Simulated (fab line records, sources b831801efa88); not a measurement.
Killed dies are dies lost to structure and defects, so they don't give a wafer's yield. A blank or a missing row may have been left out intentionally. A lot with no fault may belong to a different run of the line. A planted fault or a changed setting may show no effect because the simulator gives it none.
Chamber matching || flow gf180mcu || 4 sister chambers for GF_V4_CMP_04 on cmp-02
The step polishes SiO2. 8 wafers are shown with their chamber, then 12 later ones without.

== WAFERS WITH THEIR CHAMBER ==
{"wafer": "L084.2", "chamber": 0, "motor current A (A)": 13.4, "platen rpm (rpm)": 60.02}
{"wafer": "L085.5", "chamber": 0, "motor current A (A)": 13.9, "platen rpm (rpm)": 60.02}
{"wafer": "L088.1", "chamber": 2, "motor current A (A)": 13.4, "platen rpm (rpm)": 59.98}
{"wafer": "L088.2", "chamber": 3, "motor current A (A)": 10.3, "platen rpm (rpm)": 60.06}
{"wafer": "L088.5", "chamber": 1, "motor current A (A)": 11.9, "platen rpm (rpm)": 59.99}
{"wafer": "L091.1", "chamber": 2, "motor current A (A)": 13.0, "platen rpm (rpm)": 60.01}
{"wafer": "L091.4", "chamber": 1, "motor current A (A)": 11.6, "platen rpm (rpm)": 59.98}
{"wafer": "L091.6", "chamber": 3, "motor current A (A)": 10.2, "platen rpm (rpm)": 60.00}

== WAFERS WITHOUT THEIR CHAMBER ==
{"wafer": "L092.2", "motor current A (A)": 10.3, "platen rpm (rpm)": 60.05}
{"wafer": "L092.4", "motor current A (A)": 13.7, "platen rpm (rpm)": 59.99}
{"wafer": "L092.6", "motor current A (A)": 12.9, "platen rpm (rpm)": 59.99}
{"wafer": "L093.1", "motor current A (A)": 10.4, "platen rpm (rpm)": 59.97}
{"wafer": "L093.3", "motor current A (A)": 13.5, "platen rpm (rpm)": 59.99}
{"wafer": "L093.4", "motor current A (A)": 11.8, "platen rpm (rpm)": 59.95}
{"wafer": "L095.1", "motor current A (A)": 13.0, "platen rpm (rpm)": 60.06}
{"wafer": "L095.4", "motor current A (A)": 12.0, "platen rpm (rpm)": 60.00}
{"wafer": "L095.5", "motor current A (A)": 13.5, "platen rpm (rpm)": 60.01}
{"wafer": "L096.2", "motor current A (A)": 11.7, "platen rpm (rpm)": 59.99}
{"wafer": "L096.3", "motor current A (A)": 10.4, "platen rpm (rpm)": 59.98}
{"wafer": "L096.4", "motor current A (A)": 13.2, "platen rpm (rpm)": 60.03}

== CHAMBER TAKEN BY EACH ==
{"wafer": "L092.2", "from the rows above": 3, "in truth": 3}
{"wafer": "L092.4", "from the rows above": "can't be placed: 0 or 2", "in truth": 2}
{"wafer": "L092.6", "from the rows above": 2, "in truth": 2}
{"wafer": "L093.1", "from the rows above": 3, "in truth": 3}
{"wafer": "L093.3", "from the rows above": "can't be placed: 2 or 0", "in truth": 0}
{"wafer": "L093.4", "from the rows above": 1, "in truth": 1}
{"wafer": "L095.1", "from the rows above": "can't be placed: 2 or 0", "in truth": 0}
{"wafer": "L095.4", "from the rows above": 1, "in truth": 1}
{"wafer": "L095.5", "from the rows above": "can't be placed: 0 or 2", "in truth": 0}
{"wafer": "L096.2", "from the rows above": 1, "in truth": 1}
{"wafer": "L096.3", "from the rows above": 3, "in truth": 3}
{"wafer": "L096.4", "from the rows above": "can't be placed: 2 or 0", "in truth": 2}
Correctly placed: 7 of 12. These rows do not allow placing 5 (true chamber among the candidates in 5). 0 placed wrongly.
How it was worked out, from the rows above alone: a wafer's distance from a chamber is the root of the sum, over the readings, of the square of ((its reading less the chamber's mean) divided by the reading's scatter). The wafer belongs to the nearest chamber; if the next one is less than 2 further off, it can't be placed. The mean given for a chamber averages the wafers shown for that chamber. The scatter: the root of (the sum of the squares of (reading less its chamber's mean) over the shown wafers, divided by (wafers less chambers)).
